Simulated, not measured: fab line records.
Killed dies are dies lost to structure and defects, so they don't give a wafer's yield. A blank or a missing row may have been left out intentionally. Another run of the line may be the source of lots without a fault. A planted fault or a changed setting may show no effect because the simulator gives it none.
Which tool is to blame? + flow gf180mcu + 7 lots with 21 wafers sampled at 2 steps, on a route of 602 steps

## WHAT EACH GAUGE READ, for each wafer
GF_SALICIDE_RS_MEAS_04: the measuring method here is four-point-probe.
| lot  | measured     | on            | SALICIDE_TIN_RS (ohm/sq) |
|------|--------------|---------------|--------------------------|
| L162 | day 15 08:26 | film-metro-02 | 16.6 17.0 16.6           |
| L165 | day 16 13:41 | film-metro-04 | 16.6 16.0 16.0           |
| L167 | day 17 01:49 | film-metro-03 | 16.7 16.7 16.5           |
| L177 | day 21 01:06 | film-metro-02 | 16.1 16.3 15.9           |
| L179 | day 21 14:29 | film-metro-02 | 16.3 16.6 16.2           |
| L181 | day 22 09:28 | film-metro-04 | 16.1 16.3 15.7           |
| L184 | day 23 14:10 | film-metro-04 | 15.9 16.1 16.1           |

## WHAT TOOL EACH LOT RAN ON (gives the tool, then ch and the chambers of the sampled wafers, and finally the start)
| lot  | GF_SALICIDE_SPUTTER_03       |
|------|------------------------------|
| L162 | pvd-sputter-01, day 15 08:23 |
| L165 | pvd-sputter-01, day 16 13:40 |
| L167 | pvd-sputter-02, day 17 01:47 |
| L177 | pvd-sputter-01, day 21 01:05 |
| L179 | pvd-sputter-01, day 21 14:26 |
| L181 | pvd-sputter-01, day 22 09:26 |
| L184 | pvd-sputter-01, day 23 14:03 |
- GF_SALICIDE_SPUTTER_03: material TiN, target thk 20 nm, time 16.7 s.

## THE ANSWER, worked out from the rows above alone
Rule: usual is defined by the lots themselves. The widest of any qualifying gaps counts: lots, ordered by their means at a reading, are off when they make up no more than a third of the lots, leave a main group of 4 or more, and stand apart from it by 3 or more times the standard deviation of that group's means. If all means in a main group match to the digits the tables above print for the reading, that group is not used. A lot without any number at a reading at which 4 lots or more have one is off too. All remaining lots with rows at the step are treated as sound.
No lot is off at any reading shown: from this, nothing can be told.

## WHAT HAD BEEN PUT IN BY THE SIMULATOR
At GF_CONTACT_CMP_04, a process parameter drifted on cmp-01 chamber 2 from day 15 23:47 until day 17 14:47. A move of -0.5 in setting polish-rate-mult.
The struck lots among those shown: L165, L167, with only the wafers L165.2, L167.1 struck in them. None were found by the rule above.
